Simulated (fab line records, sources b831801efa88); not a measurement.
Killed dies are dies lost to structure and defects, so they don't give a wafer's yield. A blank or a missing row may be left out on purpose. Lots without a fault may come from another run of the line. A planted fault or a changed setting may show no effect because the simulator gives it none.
Which tool did it? | flow sfq_line | 7 lots, 21 wafers sampled, at 1 step of a route of 325

WHAT THE GAUGES READ, wafer by wafer
SFQ_I2_OVL_MEAS_918.
lot  | measured     | on         | I2_OVL (nm)
L930 | day 31 18:16 | overlay-02 | -10 -2 -4
L933 | day 38 15:31 | overlay-01 | -4 -9 -8
L935 | day 39 15:02 | overlay-02 | 6 2 3
L937 | day 40 07:50 | overlay-02 | -3 -7 -5
L939 | day 41 01:50 | overlay-01 | 0 5 -1
L942 | day 42 08:59 | overlay-02 | -14 -10 -8
L950 | day 46 13:47 | overlay-02 | -12 -17 -15

WHICH TOOL RAN EACH LOT (tool, then ch and the chambers of the sampled wafers, then the start)
The record holds no process step before these readings.

THE ANSWER, worked out from the rows above alone
Rule: what is usual is taken from the lots themselves. Put in order of their means at a reading, lots are off if they are a third of the lots or fewer, leave a main group of 4 or more, and stand apart from it by a gap of 3 or more times the standard deviation of the main group's means; of several such gaps the widest counts. A main group whose means are all the same, to the digits that the tables above print for the reading, isn't used. A lot without any number at a reading at which 4 lots or more have one is off too. The other lots that the step has rows for count as sound.
No lot is off at any reading shown: from this, nothing can be told.

WHAT THE SIMULATOR HAD PUT IN
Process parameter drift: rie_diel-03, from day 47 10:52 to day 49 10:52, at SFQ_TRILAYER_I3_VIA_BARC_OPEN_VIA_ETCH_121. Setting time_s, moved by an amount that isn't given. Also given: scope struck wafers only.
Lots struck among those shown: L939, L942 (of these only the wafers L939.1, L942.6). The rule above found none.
